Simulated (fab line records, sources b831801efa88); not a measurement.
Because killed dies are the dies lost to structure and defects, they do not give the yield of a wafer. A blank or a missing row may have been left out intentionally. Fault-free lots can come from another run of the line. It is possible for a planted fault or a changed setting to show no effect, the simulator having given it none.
fab line records	flow sky130
record: lots: 7	wafers: 21	last_day: 47
route steps=708 shown LDD_N@252 LDD_P@255 LDD_HVN@267
lots that met no fault: taken from a fault-free run of the same line
start_h: start of the lot's first displayed wafer, in hours after the record's first day	wait_h: hours from the lot's prior step to this one	" the same as in the row above	L1.1+2: several wafers, shown together as one row	- either no value or no given start	* or withheld: withheld	< > ~ a bound
route shown NAME@n: a module of which the file shows steps, and the number in the route of the first	usual: mean/standard deviation of fault-free wafers	same: alike in all rows	chamber/n: place in a boat	sites: each site's reading	_std_site: the values' standard deviation	_edge_site: the outer-site mean with the inner-site mean subtracted	radius_mm: how far each site lies from the wafer's centre	mask NAME#n: copy n	behind: the most recent tool/chamber to have shaped the wafer	hold: what put the lot on hold/how long, in hours/how the hold closed	device: the transistor (n, p or np) that didn't switch	end of line: the route-end tests of the same wafers	step lacking rows: just its recipe	killed: dies lost to structure and defects at the first sort, not the wafer's yield	map: dies across one wafer; x = killed, . = not, _ = none there
set.NAME: the setting the step ran with; set.NAME@STEP: the setting that earlier step ran with	model.NAME: the simulator's own value behind a step, which no gauge read
lots at selected steps of the route; one table per step, one row per wafer
services: from which hour (start_h, from the record's first day; less than 0 if before it) a tool's chamber was out of use, for how many hours, and why
== steps ==
step: SKY_LDD_N_IMPLANT_15
recipe: species: BF2	energy_kev: 50	dose_cm2: 5e+12	tilt_deg: 30	rotation_deg: 270
step: SKY_LDD_N_STRIP_16
recipe: chemistry: O2/N2	power_w: 1400	pressure_mtorr: 1500	platen_temp_c: withheld	o2_flow_sccm: 3000	n2_flow_sccm: 300	overash_fraction: 0.5
usual: drypump_motor_current_A: 5.4/0.36	oes_product_au: 0.406/0.0046	strip_time_to_endpoint_s: 4.314/0.016
lot.wafer	tool	chamber	start_h	wait_h	drypump_motor_current_A	oes_product_au	rf_hours_counter_h	strip_time_to_endpoint_s
L861.1	plasma_asher-01	0	421.63	0.1	5.4	0.406	71	4.334
L861.3	"	0	"	"	5.5	0.404	-	4.306
L861.6	"	0	"	"	5.4	0.412	-	4.322
L862.1	plasma_asher-03	1	443.18	0.1	6.2	0.398	65	4.316
L862.4	"	0	"	"	5.2	0.401	-	4.322
L862.5	"	0	"	"	5.2	0.405	-	4.306
L865.3	plasma_asher-04	1	454.75	0.1	4.9	0.399	-	4.324
L865.4	"	0	"	"	5.5	0.403	-	4.308
L865.5	"	1	"	"	4.9	0.401	-	4.299
L867.4	plasma_asher-01	0	465.82	0.1	5.4	0.411	-	4.296
L867.5	"	1	"	"	5.3	0.408	-	4.285
L867.6	"	0	"	"	5.4	0.408	-	4.280
L871.1	plasma_asher-01	1	507.63	0.1	5.3	0.408	81	4.307
L871.3	"	1	"	"	5.3	0.407	-	4.332
L871.5	"	0	"	"	5.4	0.406	-	4.307
L872.1	plasma_asher-01	0	513.18	0.1	5.4	0.413	82	4.304
L872.3	"	0	"	"	5.4	0.414	-	4.305
L872.4	"	1	"	"	5.3	0.406	-	4.307
L873.1	plasma_asher-03	1	525.88	0.1	6.2	0.410	70	4.342
L873.2	"	0	"	"	5.3	0.402	70	4.315
L873.6	"	0	"	"	5.3	0.401	-	4.325
step: SKY_LDD_N_TW_MEAS_17
usual: LDD_N_TW: 2585/44
lot.wafer	tool	chamber	start_h	wait_h	LDD_N_TW
L861.1	film_metro-01	-	421.73	0.1	2577
L861.3	"	-	"	"	2563
L861.6	"	-	"	"	2548
L862.1	film_metro-01	-	443.28	0.1	2562
L862.4	"	-	"	"	2575
L862.5	"	-	"	"	2555
L865.3	film_metro-01	-	454.83	0.1	2561
L865.4	"	-	"	"	2556
L865.5	"	-	"	"	2559
L867.4	film_metro-04	-	465.91	0.1	2656
L867.5	"	-	"	"	2649
L867.6	"	-	"	"	2652
L871.1	film_metro-02	-	507.73	0.1	2559
L871.3	"	-	"	"	2548
L871.5	"	-	"	"	2555
L872.1	film_metro-02	-	513.28	0.1	2558
L872.3	"	-	"	"	2558
L872.4	"	-	"	"	2546
L873.1	film_metro-04	-	525.98	0.1	2654
L873.2	"	-	"	"	2654
L873.6	"	-	"	"	2637
step: SKY_LDD_P_DEHYDRATE_00
recipe: temp_c: 200	time_s: 60
step: SKY_LDD_P_HMDS_01
recipe: prime_time_s: 60	prime_temp_c: 120
step: SKY_LDD_P_COAT_02
recipe: resist: NOVOLAK	spin_rpm: 3000	resist_thk_nm: 1140
step: SKY_LDD_P_SOFTBAKE_03
recipe: temp_c: 90	time_s: 60	resist: NOVOLAK
step: SKY_LDD_P_EXPOSE_04
recipe: mask_id: PSDM	na: 0.6	source_shape: conventional	sigma_outer: 0.6	polarization: unpolarized	target_cd_nm: 380	dose_mj: 138
step: SKY_LDD_P_PEB_05
recipe: temp_c: withheld	time_s: *	resist: NOVOLAK
step: SKY_LDD_P_DEVELOP_06
recipe: resist: NOVOLAK	developer: TMAH	develop_time_s: 60	dev_temp_c: 23
step: SKY_LDD_P_CD_MEAS_07
recipe: target_cd_nm: 380
usual: cd_nm: 381.0/2.9
lot.wafer	tool	chamber	start_h	wait_h	cd_nm
L861.1	cd_sem-02	-	452.31	0.1	381.2
L861.3	"	-	"	"	382.5
L861.6	"	-	"	"	381.6
L862.1	cd_sem-01	-	474.19	0.1	381.4
L862.4	"	-	"	"	378.3
L862.5	"	-	"	"	381.2
L865.3	cd_sem-02	-	485.25	0.1	377.8
L865.4	"	-	"	"	381.9
L865.5	"	-	"	"	376.9
L867.4	cd_sem-01	-	496.62	0.1	378.2
L867.5	"	-	"	"	379.8
L867.6	"	-	"	"	379.2
L871.1	cd_sem-02	-	537.76	0.1	383.6
L871.3	"	-	"	"	380.2
L871.5	"	-	"	"	383.9
L872.1	cd_sem-02	-	543.24	0.1	381.7
L872.3	"	-	"	"	381.7
L872.4	"	-	"	"	379.9
L873.1	cd_sem-02	-	555.81	0.1	378.8
L873.2	"	-	"	"	381.1
L873.6	"	-	"	"	378.4
step: SKY_LDD_P_OVL_MEAS_08
usual: LDD_P_OVL: -1.4/1.6
lot.wafer	tool	chamber	start_h	wait_h	LDD_P_OVL[nm]
L861.1	overlay-02	-	452.43	0.1	-1.5
L861.3	"	-	"	"	-3.2
L861.6	"	-	"	"	-2.9
L862.1	overlay-01	-	474.31	0.1	-0.5
L862.4	"	-	"	"	-0.4
L862.5	"	-	"	"	-0.4
L865.3	overlay-02	-	485.34	0.1	-1.9
L865.4	"	-	"	"	-0.1
L865.5	"	-	"	"	-1.7
L867.4	overlay-02	-	496.70	0.1	-1.9
L867.5	"	-	"	"	-3.3
L867.6	"	-	"	"	-3.1
L871.1	overlay-01	-	537.88	0.1	-0.6
L871.3	"	-	"	"	1.1
L871.5	"	-	"	"	0.6
L872.1	overlay-01	-	543.36	0.1	-1.3
L872.3	"	-	"	"	-1.5
L872.4	"	-	"	"	-2.0
L873.1	overlay-01	-	555.93	0.1	-1.2
L873.2	"	-	"	"	-1.3
L873.6	"	-	"	"	0.5
step: SKY_LDD_P_IMPLANT_09
recipe: species: BF2	energy_kev: 25	dose_cm2: 1e+13	tilt_deg: withheld
usual: implant_ion_amu: 49/0
lot.wafer	tool	chamber	start_h	wait_h	implant_ion_amu	model.implant.drp_nm	model.implant.rp_nm
L861.1	implanter-02	0	452.47	0.0	49	11.41	20.73
L861.3	"	0	"	"	49	11.41	20.73
L861.6	"	0	"	"	49	11.41	20.73
L862.1	implanter-04	0	474.48	0.2	49	11.41	20.82
L862.4	"	0	"	"	49	11.41	20.82
L862.5	"	0	"	"	49	11.41	20.82
L865.3	implanter-02	0	485.42	0.1	49	11.41	20.93
L865.4	"	0	"	"	49	11.41	20.93
L865.5	"	0	"	"	49	11.41	20.93
L867.4	implanter-04	0	496.82	0.1	49	11.41	21.28
L867.5	"	0	"	"	49	11.41	21.28
L867.6	"	0	"	"	49	11.41	21.28
L871.1	implanter-01	0	537.92	0.0	75	8.431	19.02
L871.3	"	0	"	"	75	8.431	19.02
L871.5	"	0	"	"	75	8.431	19.02
L872.1	implanter-02	0	543.40	0.0	75	8.431	18.38
L872.3	"	0	"	"	75	8.431	18.38
L872.4	"	0	"	"	75	8.431	18.38
L873.1	implanter-04	0	555.97	0.0	75	8.431	18.01
L873.2	"	0	"	"	75	8.431	18.01
L873.6	"	0	"	"	75	8.431	18.01
step: SKY_LDD_P_STRIP_10
recipe: chemistry: O2/N2	power_w: 1400	pressure_mtorr: 1500	platen_temp_c: withheld	o2_flow_sccm: 3000	n2_flow_sccm: 300	overash_fraction: 0.5
usual: drypump_motor_current_A: 5.3/0.31	oes_product_au: 0.716/0.0044	strip_time_to_endpoint_s: 14.17/0.035
lot.wafer	tool	chamber	start_h	wait_h	drypump_motor_current_A	oes_product_au	rf_hours_counter_h	strip_time_to_endpoint_s
L861.1	plasma_asher-02	1	452.62	0.1	5.9	0.716	2	14.19
L861.3	"	0	"	"	5.2	0.718	-	14.19
L861.6	"	1	"	"	5.9	0.710	-	14.15
L862.1	plasma_asher-02	1	474.63	0.1	5.9	0.714	4	14.21
L862.4	"	0	"	"	5.2	0.708	-	14.20
L862.5	"	0	"	"	5.2	0.713	-	14.21
L865.3	plasma_asher-02	1	485.55	0.1	5.9	0.711	-	14.13
L865.4	"	0	"	"	5.2	0.715	-	14.16
L865.5	"	0	"	"	5.2	0.713	-	14.16
L867.4	plasma_asher-04	1	496.93	0.1	4.9	0.718	-	14.13
L867.5	"	1	"	"	4.9	0.709	-	14.17
L867.6	"	0	"	"	5.5	0.709	-	14.15
L871.1	plasma_asher-04	1	538.07	0.1	4.9	0.722	43	14.22
L871.3	"	0	"	"	5.5	0.711	-	14.21
L871.5	"	1	"	"	4.9	0.720	-	14.18
L872.1	plasma_asher-04	1	543.55	0.1	4.9	0.712	43	14.13
L872.3	"	1	"	"	4.9	0.714	-	14.12
L872.4	"	0	"	"	5.5	0.713	-	14.16
L873.1	plasma_asher-01	1	556.12	0.1	5.3	0.720	85	14.20
L873.2	"	0	"	"	5.4	0.715	85	14.19
L873.6	"	0	"	"	5.4	0.720	-	14.20
step: SKY_LDD_P_TW_MEAS_11
usual: LDD_P_TW: 632/9.9
lot.wafer	tool	chamber	start_h	wait_h	LDD_P_TW
L861.1	film_metro-03	-	452.72	0.1	631
L861.3	"	-	"	"	635
L861.6	"	-	"	"	630
L862.1	film_metro-04	-	474.73	0.1	654
L862.4	"	-	"	"	654
L862.5	"	-	"	"	654
L865.3	film_metro-01	-	485.64	0.1	629
L865.4	"	-	"	"	628
L865.5	"	-	"	"	627
L867.4	film_metro-03	-	497.03	0.1	628
L867.5	"	-	"	"	630
L867.6	"	-	"	"	631
L871.1	film_metro-03	-	538.17	0.1	1037
L871.3	"	-	"	"	1034
L871.5	"	-	"	"	1040
L872.1	film_metro-04	-	543.65	0.1	1076
L872.3	"	-	"	"	1077
L872.4	"	-	"	"	1081
L873.1	film_metro-04	-	556.22	0.1	1072
L873.2	"	-	"	"	1083
L873.6	"	-	"	"	1066
step: SKY_LDD_HVN_DEHYDRATE_00
recipe: temp_c: 200	time_s: 60
== services ==
tool	chamber	start_h	hours	kind
implanter-04	-	410.01	34.5	pm
plasma_asher-02	-	421.25	9.0	pm
plasma_asher-02	0	421.25	9.0	vent_cycle
plasma_asher-02	1	421.25	9.0	vent_cycle
plasma_asher-02	0	430.25	-	clean
plasma_asher-02	1	430.25	-	clean
implanter-02	-	438.88	5.9	repair
implanter-02	-	469.59	7.5	repair
implanter-01	-	469.95	4.6	repair
plasma_asher-03	-	479.17	28.1	pm
plasma_asher-01	-	523.51	9.9	repair
implanter-01	-	539.67	3.8	repair
== key ==
first_sign: step: SKY_LDD_P_IMPLANT_09	reading: implant_ion_amu	direction: up	sigmas: 99+	usual: 49	struck: 75
effect: step: SKY_LDD_P_TW_MEAS_11	reading: LDD_P_TW	direction: up	sigmas: 43	usual: 632	struck: 1063
model_effect: step: SKY_LDD_P_IMPLANT_09	value: implant.drp_nm	without: 11.41	struck: 8.431
met_at SKY_LDD_P_IMPLANT_09
struck_wafers L871.1,L871.3,L871.5,L872.1,L872.3,L872.4,L873.1,L873.2,L873.6
rows_end L871.1,L871.3,L871.5,L872.1,L872.3,L872.4,L873.1,L873.2,L873.6
onset_between 496.82 537.92
fault: kind: wrong_recipe_download	tool: implanter-01,implanter-02,implanter-04	chamber: -	onset_h: 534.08	steps: SKY_LDD_P_IMPLANT_09	wrong_recipe.not_listed: 1
rows_end: these wafers met a further fault down the route, and their rows from its step on are left out
